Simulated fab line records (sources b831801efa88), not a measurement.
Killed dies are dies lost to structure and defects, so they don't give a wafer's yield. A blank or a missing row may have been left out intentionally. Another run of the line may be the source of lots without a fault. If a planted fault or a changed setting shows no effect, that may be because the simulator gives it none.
fab line records    flow sky130
[record] lots = 6  wafers = 18  last_day = 49
route steps=708 shown FIELD_ISO@30 NWELL@32 DNWELL@35 PAD_OPEN@708
lots that met no fault: from a run of the same line without faults
start_h: hours from the record's first day to the start of the lot's first wafer shown    wait_h: hours since the lot's step before    " unchanged from the row above    L1.1+2: one row covering several wafers at once    - no value present, or no start provided    * or withheld: withheld    < > ~ a bound
route shown NAME@n: a module of which the file shows steps, and the number in the route of the first    usual: mean and standard deviation over wafers with no fault    same: alike in all rows    chamber/n: place in a boat    sites: readings site by site    _std_site: the standard deviation of these    _edge_site: inner sites' mean taken away from outer sites' mean    radius_mm: how far each site lies from the wafer's centre    mask NAME#n: copy n    behind: the tool/chamber that last shaped the wafer    hold: why the lot went on hold/how many hours it stayed there/how the hold came to an end    device: the n, p or np transistor that did not switch    end of line: tests run on the same wafers once the route is complete    for a step that has no rows: nothing shown but its recipe    killed: the dies lost at the first sort to structure and to defects; this is not the yield of the wafer    map: the dies of a wafer, with x for killed, . for not killed, _ for no die there
set.NAME: the run value of the setting; set.NAME@STEP: its run value at that earlier step    model.NAME: the simulator's own value behind a step, which no gauge read
lots at selected steps of the route; one table per step, one row per wafer
services: the hour from which a tool's chamber was out of use, counted from the record's first day as start_h (under 0 if before that day), plus the number of hours and why
[[steps]]
[step SKY_FIELD_ISO_WET_ETCH_29]
[recipe] chemistry = H3PO4  target_depth_nm = 160  target = Si3N4  temp_c = 160  time_s = 1825
[step SKY_FIELD_ISO_WET_ETCH_30]
[recipe] chemistry = dHF  target_depth_nm = 25  target = SiO2  dilution = 10:1  temp_c = 25  time_s = 50
[step SKY_NWELL_CLEAN_00]
[recipe] chemistry = SC1/SC2  mix = 1:4:20  temp_c = 70  time_s = 150  dry = n2_spin
[step SKY_NWELL_OXIDATION_01]
[recipe] temp_c = 900  ambient = O2  stabilise_s = 600  purge_s = 300  target_thk_a = 100  ox_time_s = 1418
[step SKY_NWELL_THK_MEAS_02]
[recipe] reads = SiO2_of_NWELL_OXIDATION_01
[usual] NWELL_OXIDATION_THK = 9.98/0.2
lot.wafer  tool           chamber  start_h  wait_h  NWELL_OXIDATION_THK[nm]
L574.1     film_metro-02  -        48.68    0.0     10.07
L574.2     "              -        "        "       10.22
L574.3     "              -        "        "       10.26
L580.2     film_metro-01  -        80.84    0.0     9.96
L580.3     "              -        "        "       10.16
L580.6     "              -        "        "       9.90
L585.3     film_metro-03  -        102.81   0.0     9.68
L585.4     "              -        "        "       9.94
L585.6     "              -        "        "       9.79
L586.2     film_metro-03  -        111.09   0.0     10.16
L586.4     "              -        "        "       10.33
L586.6     "              -        "        "       10.18
L587.1     film_metro-03  -        115.39   0.0     9.86
L587.2     "              -        "        "       9.83
L587.6     "              -        "        "       9.80
L588.4     film_metro-02  -        120.74   0.0     10.17
L588.5     "              -        "        "       9.81
L588.6     "              -        "        "       10.17
[step SKY_DNWELL_DEHYDRATE_00]
[recipe] temp_c = 200  time_s = 60
[step SKY_DNWELL_HMDS_01]
[recipe] prime_time_s = 60  prime_temp_c = 120
[step SKY_DNWELL_COAT_02]
[recipe] spin_rpm = 2000  resist_thk_nm = 3000
[step SKY_DNWELL_SOFTBAKE_03]
[recipe] temp_c = 110  time_s = withheld
[step SKY_DNWELL_EXPOSE_04]
[recipe] mask_id = DNM  na = 0.57  target_cd_nm = 3000  dose_mj = 222
[step SKY_DNWELL_PEB_05]
[recipe] temp_c = 115  time_s = withheld
[step SKY_DNWELL_DEVELOP_06]
[recipe] wall_angle_deg = 90  developer = TMAH  develop_time_s = 60  dev_temp_c = 23
[step SKY_DNWELL_IMPLANT_07]
[recipe] species = P  energy_kev = withheld  dose_cm2 = withheld  tilt_deg = withheld
lot.wafer   tool          chamber  start_h  wait_h
L574.1+2+3  implanter-04  0        64.13    -
L580.2+3+6  implanter-03  0        97.86    -
L585.3+4+6  implanter-03  0        120.14   -
L586.2+4+6  implanter-03  0        129.16   -
L587.1+2+6  implanter-04  0        133.98   -
L588.4+5+6  implanter-04  0        139.60   -
[step SKY_DNWELL_STRIP_08]
[recipe] chemistry = O2/N2  power_w = 1400  pressure_mtorr = 1500  platen_temp_c = withheld  o2_flow_sccm = 3000  n2_flow_sccm = 300  overash_fraction = 0.5
[usual] drypump_motor_current_A = 6.0/0.33  oes_product_au = 0.723/0.005  strip_time_to_endpoint_s = 36.89/0.088
lot.wafer  tool             chamber  start_h  wait_h  drypump_motor_current_A  oes_product_au  rf_hours_counter_h  strip_time_to_endpoint_s
L574.1     plasma_asher-03  1        64.28    0.1     5.6                      0.720           28                  37.00
L574.2     "                0        "        "       6.3                      0.720           28                  37.14
L574.3     "                0        "        "       6.3                      0.727           -                   37.07
L580.2     plasma_asher-03  1        97.99    0.1     5.6                      0.716           31                  36.92
L580.3     "                1        "        "       5.6                      0.720           -                   36.93
L580.6     "                1        "        "       5.6                      0.728           -                   36.81
L585.3     plasma_asher-01  0        120.27   0.1     5.5                      0.715           -                   36.90
L585.4     "                1        "        "       6.3                      0.719           -                   36.93
L585.6     "                0        "        "       5.6                      0.724           -                   36.92
L586.2     plasma_asher-01  1        129.29   0.1     6.2                      0.716           45                  36.77
L586.4     "                0        "        "       5.5                      0.717           -                   36.79
L586.6     "                0        "        "       5.5                      0.724           -                   36.92
L587.1     plasma_asher-03  1        134.13   0.1     5.6                      0.722           35                  36.83
L587.2     "                0        "        "       6.3                      0.722           35                  36.72
L587.6     "                0        "        "       6.3                      0.725           -                   36.76
L588.4     plasma_asher-01  1        139.71   0.1     6.2                      0.731           -                   36.97
L588.5     "                0        "        "       5.5                      0.723           -                   36.91
L588.6     "                1        "        "       6.3                      0.713           -                   36.99
[step SKY_DNWELL_TW_MEAS_09]
[usual] DNWELL_TW = 1128/6
lot.wafer  tool           chamber  start_h  wait_h  hold                      DNWELL_TW
L574.1     film_metro-01  -        64.38    0.1     -                         1130
L574.2     "              -        "        "       -                         1135
L574.3     "              -        "        "       -                         1131
L580.2     film_metro-01  -        98.10    0.1     -                         1132
L580.3     "              -        "        "       -                         1130
L580.6     "              -        "        "       -                         1128
L585.3     film_metro-01  -        120.36   0.1     await_dispo/0.2h/release  1196
L585.4     "              -        "        "       await_dispo/0.2h/release  1188
L585.6     "              -        "        "       await_dispo/0.2h/release  1192
L585.3     film_metro-01  -        120.69   0.3     -                         1192
L585.4     "              -        "        "       -                         1191
L585.6     "              -        "        "       -                         1183
L586.2     film_metro-02  -        129.40   0.1     await_dispo/0.2h/release  1199
L586.4     "              -        "        "       await_dispo/0.2h/release  1201
L586.6     "              -        "        "       await_dispo/0.2h/release  1202
L586.2     film_metro-02  -        129.63   0.2     -                         1191
L586.4     "              -        "        "       -                         1189
L586.6     "              -        "        "       -                         1195
L587.1     film_metro-03  -        134.23   0.1     -                         1118
L587.2     "              -        "        "       -                         1118
L587.6     "              -        "        "       -                         1115
L588.4     film_metro-03  -        139.81   0.1     -                         1121
L588.5     "              -        "        "       -                         1121
L588.6     "              -        "        "       -                         1126
[step SKY_PAD_OPEN_PROBE_99]
[usual] killed_at_M0_to_M3 = 43/6.4  killed_at_M4_up = 3.2/1.8  killed_at_contacts = 25/5.8  killed_at_front_end = 16/4.1  killed_at_other = 0.2/0.47  killed_dies = 88/9.9  killed_on_rim = 17/4.1  killed_open = 47/7.3  killed_short = 40/7.1
[same] gross_dies = 492  killed_at_back_side = 0
lot.wafer  tool       chamber  start_h  wait_h  killed_at_M0_to_M3  killed_at_M4_up  killed_at_contacts  killed_at_front_end  killed_at_other  killed_dies  killed_on_rim  killed_open  killed_short  model.etest.res_deep_nwell.rs_ohm_sq  model.etest.res_deep_nwell.line_ohm_um  model.etest.res_pwde_under_gate.rs_ohm_sq
L574.1     prober-01  -        1079.66  0.1     46                  3                23                  23                   0                95           11             52           43            2196                                  734.9                                   6184
L574.2     prober-01  -        1079.71  0.1     44                  2                21                  22                   1                90           15             39           51            2225                                  744.3                                   6164
L574.3     prober-01  -        1079.76  0.2     45                  0                29                  15                   0                89           14             44           45            2211                                  729.8                                   6124
L580.2     prober-01  -        1123.56  0.1     35                  5                15                  15                   1                71           12             39           32            2212                                  729.1                                   6170
L580.3     prober-01  -        1123.61  0.2     52                  1                31                  27                   1                112          26             66           46            2184                                  751.5                                   6148
L580.6     prober-01  -        1123.76  0.2     32                  4                31                  15                   1                83           13             50           33            2212                                  738                                     6128
L585.3     prober-02  -        1147.16  0.2     46                  0                26                  14                   0                86           18             45           40            1879                                  620                                     6214
L585.4     prober-02  -        1147.21  0.2     47                  0                11                  16                   0                74           15             40           33            1893                                  624.9                                   6195
L585.6     prober-02  -        1147.31  0.2     48                  5                22                  17                   0                92           19             59           33            1875                                  625.2                                   6187
L586.2     prober-01  -        1152.68  0.1     47                  3                24                  19                   0                93           20             48           44            1898                                  639.6                                   6232
L586.4     prober-01  -        1152.78  0.2     51                  4                29                  12                   0                96           15             46           50            1903                                  641.2                                   6263
L586.6     prober-01  -        1152.88  0.2     40                  6                22                  18                   1                87           18             51           35            1902                                  634.3                                   6286
L587.1     prober-02  -        1156.46  0.1     47                  3                31                  15                   0                96           20             55           39            2183                                  734.2                                   6092
L587.2     prober-02  -        1156.51  0.1     34                  6                33                  17                   0                90           12             42           45            2183                                  716.6                                   6100
L587.6     prober-02  -        1156.71  0.2     50                  3                23                  15                   1                92           15             42           50            2159                                  724.8                                   6025
L588.4     prober-01  -        1168.46  0.2     40                  5                19                  16                   2                82           15             46           36            2187                                  723.7                                   6124
L588.5     prober-01  -        1168.51  0.2     46                  3                23                  17                   0                89           12             45           43            2178                                  728.6                                   6100
L588.6     prober-01  -        1168.56  0.2     39                  1                28                  15                   2                85           23             39           44            2172                                  725.6                                   6116
// killed by level:class
L574.1 VIA1:geometric_particle:open=13 LI_CONTACT:geometric_particle:open=11 METAL2:geometric_particle:short=10 FIELD_ISO:geometric_particle:short=8 POLY_GATE:geometric_particle:open=6 VIA2:geometric_particle:open=6 FIELD_ISO:geometric_particle:open=5 LOCAL_INTERCONNECT:geometric_particle:short=5
L574.2 METAL2:geometric_particle:short=13 VIA1:geometric_particle:open=9 FIELD_ISO:geometric_particle:short=7 CONTACT:geometric_particle:short=6 POLY_GATE:geometric_particle:open=5 LI_CONTACT:geometric_particle:open=5 VIA2:geometric_particle:open=5 FIELD_ISO:geometric_particle:open=4
L574.3 CONTACT:geometric_particle:open=13 POLY_GATE:geometric_particle:short=7 LI_CONTACT:geometric_particle:open=7 VIA1:geometric_particle:short=7 VIA1:geometric_particle:open=7 VIA3:geometric_particle:short=6 VIA3:geometric_particle:open=4 CONTACT:geometric_particle:short=4
L580.2 VIA1:geometric_particle:open=10 CONTACT:geometric_particle:open=7 METAL1:geometric_particle:short=7 VIA3:geometric_particle:open=6 FIELD_ISO:geometric_particle:open=5 METAL4:geometric_particle:short=5 CONTACT:geometric_particle:short=4 VIA2:geometric_particle:open=4
L580.3 VIA1:geometric_particle:open=19 CONTACT:geometric_particle:open=9 LI_CONTACT:geometric_particle:open=9 VIA2:geometric_particle:open=8 CONTACT:geometric_particle:short=6 METAL2:geometric_particle:short=6 FIELD_ISO:geometric_particle:open=5 FIELD_ISO:geometric_particle:short=5
L580.6 CONTACT:geometric_particle:open=11 VIA1:geometric_particle:open=11 LI_CONTACT:geometric_particle:open=8 CONTACT:geometric_particle:short=6 FIELD_ISO:geometric_particle:open=5 VIA2:geometric_particle:open=5 VIA3:geometric_particle:open=4 POLY_GATE:geometric_particle:short=3
L585.3 VIA1:geometric_particle:open=11 CONTACT:geometric_particle:open=9 VIA3:geometric_particle:open=8 FIELD_ISO:geometric_particle:short=7 CONTACT:geometric_particle:short=6 VIA2:geometric_particle:short=6 VIA2:geometric_particle:open=6 METAL2:geometric_particle:short=5
L585.4 VIA2:geometric_particle:open=9 VIA3:geometric_particle:open=7 FIELD_ISO:geometric_particle:open=5 VIA1:geometric_particle:open=5 VIA2:geometric_particle:short=5 FIELD_ISO:geometric_particle:short=4 POLY_GATE:geometric_particle:open=4 METAL1:geometric_particle:short=4
L585.6 CONTACT:geometric_particle:open=11 VIA1:geometric_particle:open=11 VIA2:geometric_particle:open=10 POLY_GATE:geometric_particle:open=5 VIA1:geometric_particle:short=5 LI_CONTACT:geometric_particle:open=5 VIA3:geometric_particle:open=5 METAL1:geometric_particle:short=5
L586.2 VIA1:geometric_particle:open=9 LI_CONTACT:geometric_particle:open=9 METAL2:geometric_particle:short=9 POLY_GATE:geometric_particle:short=8 CONTACT:geometric_particle:open=7 VIA2:geometric_particle:open=7 CONTACT:geometric_particle:short=6 VIA3:geometric_particle:open=5
L586.4 VIA1:geometric_particle:open=11 VIA3:geometric_particle:open=9 VIA1:geometric_particle:short=9 CONTACT:geometric_particle:short=9 LI_CONTACT:geometric_particle:open=8 CONTACT:geometric_particle:open=8 METAL2:geometric_particle:short=7 VIA2:geometric_particle:open=5
L586.6 VIA1:geometric_particle:open=13 LI_CONTACT:geometric_particle:open=9 CONTACT:geometric_particle:open=9 FIELD_ISO:geometric_particle:short=6 VIA2:geometric_particle:open=6 POLY_GATE:geometric_particle:open=5 VIA1:geometric_particle:short=5 METAL2:geometric_particle:short=5
L587.1 LI_CONTACT:geometric_particle:open=11 CONTACT:geometric_particle:open=9 VIA2:geometric_particle:open=9 METAL1:geometric_particle:short=6 VIA3:geometric_particle:open=6 VIA1:geometric_particle:open=5 VIA1:geometric_particle:short=5 METAL3:geometric_particle:short=5
L587.2 VIA1:geometric_particle:open=12 CONTACT:geometric_particle:open=10 LOCAL_INTERCONNECT:geometric_particle:short=7 CONTACT:geometric_particle:short=6 METAL4:geometric_particle:short=6 FIELD_ISO:geometric_particle:open=5 LI_CONTACT:geometric_particle:open=4 VIA1:geometric_particle:short=4
L587.6 VIA1:geometric_particle:open=10 CONTACT:geometric_particle:open=10 VIA1:geometric_particle:short=8 METAL2:geometric_particle:short=8 LOCAL_INTERCONNECT:geometric_particle:short=6 VIA2:geometric_particle:open=6 VIA3:geometric_particle:short=6 VIA2:geometric_particle:short=5
L588.4 VIA1:geometric_particle:open=10 CONTACT:geometric_particle:open=7 VIA1:geometric_particle:short=6 POLY_GATE:geometric_particle:open=5 LI_CONTACT:geometric_particle:open=5 VIA3:geometric_particle:open=5 POLY_GATE:geometric_particle:short=4 VIA2:geometric_particle:open=4
L588.5 VIA1:geometric_particle:open=14 CONTACT:geometric_particle:open=8 FIELD_ISO:geometric_particle:open=6 VIA1:geometric_particle:short=6 CONTACT:geometric_particle:short=5 METAL1:geometric_particle:short=5 METAL2:geometric_particle:short=5 METAL3:geometric_particle:short=5
L588.6 VIA1:geometric_particle:open=9 LOCAL_INTERCONNECT:geometric_particle:short=7 LI_CONTACT:geometric_particle:open=6 CONTACT:geometric_particle:open=6 VIA1:geometric_particle:short=6 POLY_GATE:geometric_particle:short=5 CONTACT:geometric_particle:short=5 VIA3:geometric_particle:open=5
[[services]]
tool          chamber  start_h  hours  kind
implanter-03  -        48.79    3.4    pm
implanter-03  -        58.01    2.8    pm
implanter-04  -        75.32    7.6    pm
implanter-04  -        87.75    3.2    repair
implanter-04  -        127.06   6.7    repair
[[key]]
[first_sign] step = SKY_DNWELL_TW_MEAS_09  reading = visit  direction = added
[effect] step = SKY_DNWELL_TW_MEAS_09  reading = DNWELL_TW  direction = up  sigmas = 11  usual = 1128  struck = 1196
[model_effect] step = SKY_PAD_OPEN_PROBE_99  value = etest.res_deep_nwell.rs_ohm_sq  without = 2202  struck = 1892
met_at SKY_DNWELL_IMPLANT_07
struck_wafers L585.3,L585.4,L585.6,L586.2,L586.4,L586.6
tester_left_out L585,L586
onset_between 97.86 120.14
[fault] kind = process_parameter_drift  tool = implanter-03  chamber = -  onset_h = 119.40  steps = SKY_DNWELL_IMPLANT_07  channel = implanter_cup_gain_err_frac  offset = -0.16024  shape = step  end_h = 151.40
// tester_left_out: of these lots the tester's yield and bins aren't shown, on N5 and GAA mostly nor the transistor test; their killed dies are dies lost to structure and defects alone, not to doping, threshold or leakage, so they don't give the yield
